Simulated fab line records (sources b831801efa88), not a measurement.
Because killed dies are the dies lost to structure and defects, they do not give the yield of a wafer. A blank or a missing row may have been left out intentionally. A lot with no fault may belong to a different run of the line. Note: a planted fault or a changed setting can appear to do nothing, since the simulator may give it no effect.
2 desks, one fault ; flow gf180mcu ; each desk has only its own numbers; what lay behind them comes last

== DESK OF THE TOOL OWNER: pvd-sputter-01 ==
The tool's own readings at GF_SALICIDE_SPUTTER_03 (material TiN, target thk 20 nm, time 16.7 s): means of the sampled wafers that have a number, for each lot that ran on this tool. Marked OUT: a lot whose mean sits more than 4 standard deviations from the usual mean, which makes it out of limits; the brackets give that distance.
Columns: A = throttle-valve-pct at GF_SALICIDE_SPUTTER_03, usual 30.1 %
lot;first seen here;A
L971;day 16 02:20;30.1
L974;day 17 04:59;30.7
L975;day 17 15:24;30.3
L976;day 18 04:42;30.4
L987;day 21 21:25;30.3
L988;day 22 08:12;30.3
L991;day 23 02:17;30.8
L990;day 23 06:58;30.1
This desk's verdict: no lot among the 8 shows anything out of limits.

== FROM THE METROLOGY DESK ==
What the gauges read for every lot (on any tool): the sampled wafers with a number, averaged. Marked OUT: a lot whose mean sits more than 4 standard deviations from the usual mean, which makes it out of limits; the brackets give that distance.
Columns: A = HV_LDD_03_OVL at GF_HV_LDD_OVL_MEAS_47, usual 0.8 nm; B = SALICIDE_TIN_RS at GF_SALICIDE_RS_MEAS_04, usual 16.2 ohm/sq; C = SALICIDE_TIN_THK at GF_SALICIDE_THK_MEAS_05, usual 20.16 nm
lot;first seen here;A;B;C
L971;day 13 05:33;-0.5;16.1;20.55
L972;day 13 17:45;1.5;16.6;20.01
L974;day 14 05:37;0.8;15.8;20.56
L975;day 14 15:04;-0.1;19.1 (+9.0) OUT;10.07 (-42) OUT
L976;day 15 03:58;0.6;20.0 (+12) OUT;9.54 (-44) OUT
L984;day 17 16:21;2.4;16.1;20.27
L986;day 18 10:33;1.7;16.1;19.96
L987;day 18 16:52;0.6;16.9;19.82
L988;day 19 03:27;2.9;16.3;20.02
L989;day 19 09:37;0.9;16.1;20.42
L991;day 19 22:45;1.3;16.6;20.12
L990;day 20 04:06;0.6;16.6;19.88
This desk reports L975, L976 out of limits; the earliest was L975 at day 17 15:27 (SALICIDE_TIN_RS at GF_SALICIDE_RS_MEAS_04). In limits: L971, L972, L974, L984, L986, L987, L988, L989, L991, L990.

== TAKEN TOGETHER ==
L975, L976 would have let the metrology desk raise an alarm at day 17 15:27.
Nothing out of limits was seen by the tool owner's desk.
The tool owner's desk has L975, L976 on record, within its limits.
Of the lots named, all ran GF_SALICIDE_SPUTTER_03 on pvd-sputter-01.

== WHAT THE SIMULATOR PUT IN ==
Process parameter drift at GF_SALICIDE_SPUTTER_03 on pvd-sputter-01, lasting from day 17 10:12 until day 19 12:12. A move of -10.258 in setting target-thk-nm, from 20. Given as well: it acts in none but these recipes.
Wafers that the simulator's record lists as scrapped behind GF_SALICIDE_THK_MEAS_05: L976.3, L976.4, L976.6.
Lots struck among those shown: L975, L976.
Hours from the fault's start to each desk's first reading out of limits: the metrology desk, 5.
